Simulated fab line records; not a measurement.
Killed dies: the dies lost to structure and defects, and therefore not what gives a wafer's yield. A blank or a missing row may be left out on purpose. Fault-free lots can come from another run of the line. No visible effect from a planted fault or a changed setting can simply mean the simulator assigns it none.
A single fault, viewed from 2 desks -- flow gf180mcu -- every desk sees just its own numbers, and what lay behind them comes last

THE METROLOGY DESK
What the gauges read for every lot (on any tool): the sampled wafers with a number, averaged. If a lot's mean is further than 4 standard deviations from the usual mean, the lot is out of limits and carries the mark OUT (the distance appears in the brackets).
Columns: A = M4_ALCU_RS at GF_M4_RS_MEAS_05, usual 0.0696 ohm/sq; B = M4_ALCU_THK at GF_M4_THK_MEAS_06, usual 449 nm; C = V4_CVD_00_THK at GF_V4_THK_MEAS_01, usual 598 nm
lot,first seen here,A,B,C
L551,day 22 11:00,0.0679,457,597
L553,day 23 05:09,0.0697,452,608
L554,day 23 07:42,0.0702,449,597
L555,day 23 18:07,0.0642 (-6.5) OUT,484 (+6.3) OUT,597
L556,day 24 10:53,0.0658 (-4.6) OUT,473 (+4.3) OUT,596
L557,day 24 19:44,0.0661 (-4.2) OUT,471,592
L565,day 27 06:22,0.0709,445,598
L566,day 27 16:56,0.0691,453,590
L569,day 28 05:56,0.0699,450,602
L573,day 29 08:41,0.0698,447,602
L574,day 29 20:44,0.0699,448,600
This desk's finding: out of limits on L555, L556, L557; first on L555, day 23 18:07 (M4_ALCU_RS at GF_M4_RS_MEAS_05). Within limits: L551, L553, L554, L565, L566, L569, L573, L574.

TOOL OWNER'S DESK, pvd_sputter-04
The tool's own readings at GF_M4_SPUTTER_02 (material AlCu, target thk 450 nm, time 23.9 s): means of the sampled wafers that have a number, for each lot that ran on this tool. If a lot's mean is further than 4 standard deviations from the usual mean, the lot is out of limits and carries the mark OUT (the distance appears in the brackets).
Columns: A = cathode_dc_power_W at GF_M4_SPUTTER_02, usual 10600 W; B = throttle_valve_pct at GF_M4_SPUTTER_02, usual 30.0 %
lot,first seen here,A,B
L551,day 22 10:53,10599,30.0
L553,day 23 05:02,10600,30.3
L555,day 23 18:01,10598,30.1
L556,day 24 10:45,10600,30.8
L557,day 24 19:35,10600,28.9
L566,day 27 16:48,10599,30.2
L573,day 29 08:35,10599,30.8
L574,day 29 20:37,10601,30.3
This desk's verdict: no lot among the 8 shows anything out of limits.

BROUGHT TOGETHER
An alarm was possible from the metrology desk at day 23 18:07, on L555, L556, L557.
The desk of the tool owner found nothing out of limits.
Tool owner's desk: L555, L556, L557 on record, inside its limits.
Every lot named ran GF_M4_SPUTTER_02 on pvd_sputter-04.

WHAT THE SIMULATOR HAD PUT IN
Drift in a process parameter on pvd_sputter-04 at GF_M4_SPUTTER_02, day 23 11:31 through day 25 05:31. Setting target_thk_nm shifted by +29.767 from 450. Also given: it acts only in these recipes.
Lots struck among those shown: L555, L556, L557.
Delay in hours, fault start to first out-of-limits reading, per desk: metrology desk 7.
